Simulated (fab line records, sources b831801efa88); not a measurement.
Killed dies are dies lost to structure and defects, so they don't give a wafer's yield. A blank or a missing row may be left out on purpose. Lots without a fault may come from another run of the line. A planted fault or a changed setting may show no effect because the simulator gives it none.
A struck lot beside a sound one | flow gf180mcu | 43 steps out of a route of 602
Sound: wafers L285.1, L285.4, L285.5. Struck: wafers L291.2, L291.4, L291.5. The cause comes at the end.
At each step with rows: each side's tool, then ch and its chambers, then its first start. Under that, the readings that differ: sound wafers | struck wafers | difference of the means | sigmas: that difference in standard deviations of wafers without a fault.
alike: readings whose means differ by less than 2 such deviations, and words and numbers that are the same on both sides. not compared: withheld readings, readings that some wafer has no value for, bounds like >300 that may hide the same value, and numbers for which the record gives no deviation and whose values overlap.
The two part at a step that has a row with sigmas, a row that says differs or no value, or rows on one side only. Numbers that don't overlap but have no deviation are shown without sigmas and don't part them. A reading that every wafer of one side lacks parts them only if that side has two wafers or more.

first, 5 steps without rows for these wafers: GF_MVSD_COAT_02 (resist thk 3000 nm); GF_MVSD_SOFTBAKE_03; GF_MVSD_EXPOSE_04 (exposes mask MVSD, target cd 1000 nm); GF_MVSD_PEB_05; GF_MVSD_DEVELOP_06 (develop time 60 s).
GF_MVSD_OVL_MEAS_07:
  sound on overlay-01, day 5 03:37; struck on overlay-02, day 6 14:37
  reading       | sound         | struck      | difference | sigmas
  MVSD_OVL (nm) | -1.8 -0.8 0.3 | 3.7 4.3 4.3 | +4.9       | +3
then, 2 steps without rows for these wafers: GF_MVSD_IMPLANT_08; GF_MVSD_IMPLANT_09.
GF_MVSD_STRIP_10: strips in O2/N2.
  sound on plasma_asher-03 ch 0,1, day 5 03:57; struck on plasma_asher-02 ch 0,1, day 6 14:56
  reading                      | sound             | struck            | difference | sigmas
  strip_time_to_endpoint_s (s) | 36.77 36.74 36.72 | 36.99 36.93 37.03 | +0.24      | +2
  alike: drypump_motor_current_A, heater_power_w, oes_product_au
  not compared: rf_hours_counter_h
GF_MVSD_TW_MEAS_11:
  sound on film_metro-02, day 5 04:03; struck on film_metro-02, day 6 15:07
  alike: MVSD_TW
then, 2 steps without rows for these wafers: GF_MVPSD_DEHYDRATE_00 (time 60 s); GF_MVPSD_HMDS_01 (prime time 60 s).
GF_MVPSD_COAT_02: resist thk 3000 nm.
  sound on litho_track-02 ch 0, day 5 10:51; struck on litho_track-01, day 6 22:17
  no value came back on the struck wafers for chill_plate_temp_C (C), dispense_pressure_kPa (kPa); on the sound wafers chill_plate_temp_C (C) reads 22.94 23.01 22.97
then, 4 steps without rows for these wafers: GF_MVPSD_SOFTBAKE_03; GF_MVPSD_EXPOSE_04 (exposes mask MVPSD, target cd 1000 nm); GF_MVPSD_PEB_05; GF_MVPSD_DEVELOP_06 (develop time 60 s).
GF_MVPSD_OVL_MEAS_07:
  sound on overlay-01, day 5 18:03; struck on overlay-01, day 7 05:43
  reading        | sound          | struck | difference                    | sigmas
  MVPSD_OVL (nm) | -3.4 -2.4 -2.4 | - - -  | no value on the struck wafers |
then, 2 steps without rows for these wafers: GF_MVPSD_IMPLANT_08; GF_MVPSD_IMPLANT_09.
GF_MVPSD_STRIP_10: strips in O2/N2.
  sound on plasma_asher-03 ch 0,1, day 5 18:23; struck on plasma_asher-01 ch 0,1, day 7 06:02
  no value came back on the struck wafers for oes_product_au (a.u.), strip_time_to_endpoint_s (s); on the sound wafers oes_product_au (a.u.) reads 0.713 0.719 0.726
  alike: drypump_motor_current_A, heater_power_w
  not compared: rf_hours_counter_h
GF_MVPSD_TW_MEAS_11:
  sound on film_metro-02, day 5 18:29; struck on film_metro-04, day 7 06:09
  alike: MVPSD_TW
then, 7 steps without rows for these wafers: GF_VT_IMPLANT_DEHYDRATE_00 (time 60 s); GF_VT_IMPLANT_HMDS_01 (prime time 60 s); GF_VT_IMPLANT_COAT_02 (resist thk 1000 nm); GF_VT_IMPLANT_SOFTBAKE_03 (time 60 s); GF_VT_IMPLANT_EXPOSE_04 (exposes mask LVPWELL LV AREA, target cd 600 nm); GF_VT_IMPLANT_PEB_05; GF_VT_IMPLANT_DEVELOP_06 (develop time 60 s).
GF_VT_IMPLANT_OVL_MEAS_07:
  sound on overlay-02, day 6 09:15; struck on overlay-01, day 7 21:55
  alike: VT_IMPLANT_OVL
then, 1 step without rows for these wafers: GF_VT_IMPLANT_IMPLANT_08.
GF_VT_IMPLANT_STRIP_09: strips in O2/N2.
  sound on plasma_asher-04 ch 0,1, day 6 09:26; struck on plasma_asher-01 ch 0,1, day 7 22:05
  alike: drypump_motor_current_A, heater_power_w, oes_product_au, strip_time_to_endpoint_s
  not compared: rf_hours_counter_h
GF_VT_IMPLANT_TW_MEAS_10:
  sound on film_metro-02, day 6 09:32; struck on film_metro-03, day 7 22:31
  reading       | sound       | struck      | difference | sigmas
  VT_IMPLANT_TW | 568 568 569 | 691 691 693 | +123       | +32
  not compared: hold
then, 6 steps without rows for these wafers: GF_VT_IMPLANT_HMDS_12 (prime time 60 s); GF_VT_IMPLANT_COAT_13 (resist thk 1000 nm); GF_VT_IMPLANT_SOFTBAKE_14 (time 60 s); GF_VT_IMPLANT_EXPOSE_15 (exposes mask Nwell LV AREA, target cd 860 nm); GF_VT_IMPLANT_PEB_16; GF_VT_IMPLANT_DEVELOP_17 (develop time 60 s).
GF_VT_IMPLANT_OVL_MEAS_18:
  sound on overlay-01, day 7 00:27; struck on overlay-01, day 8 15:37
  alike: VT_IMPLANT_01_OVL
then, 1 step without rows for these wafers: GF_VT_IMPLANT_IMPLANT_19.
GF_VT_IMPLANT_TW_MEAS_21:
  sound on film_metro-02, day 7 00:44; struck on film_metro-02, day 8 16:07
  reading         | sound          | struck         | difference | sigmas
  VT_IMPLANT_2_TW | 1219 1225 1229 | 1257 1253 1266 | +34        | +4
  not compared: hold
GF_VT_IMPLANT_TW_MEAS_32:
  sound on film_metro-01, day 7 17:23; struck on film_metro-03, day 9 08:47
  reading         | sound             | struck            | difference | sigmas
  VT_IMPLANT_3_TW | 269.0 266.5 266.9 | 570.1 566.7 564.9 | +299.8     | +99 or more
  not compared: hold

WHERE THEY PART
First at GF_MVSD_OVL_MEAS_07; last, within this record, at GF_VT_IMPLANT_TW_MEAS_32.

WHY: what the simulator had put in
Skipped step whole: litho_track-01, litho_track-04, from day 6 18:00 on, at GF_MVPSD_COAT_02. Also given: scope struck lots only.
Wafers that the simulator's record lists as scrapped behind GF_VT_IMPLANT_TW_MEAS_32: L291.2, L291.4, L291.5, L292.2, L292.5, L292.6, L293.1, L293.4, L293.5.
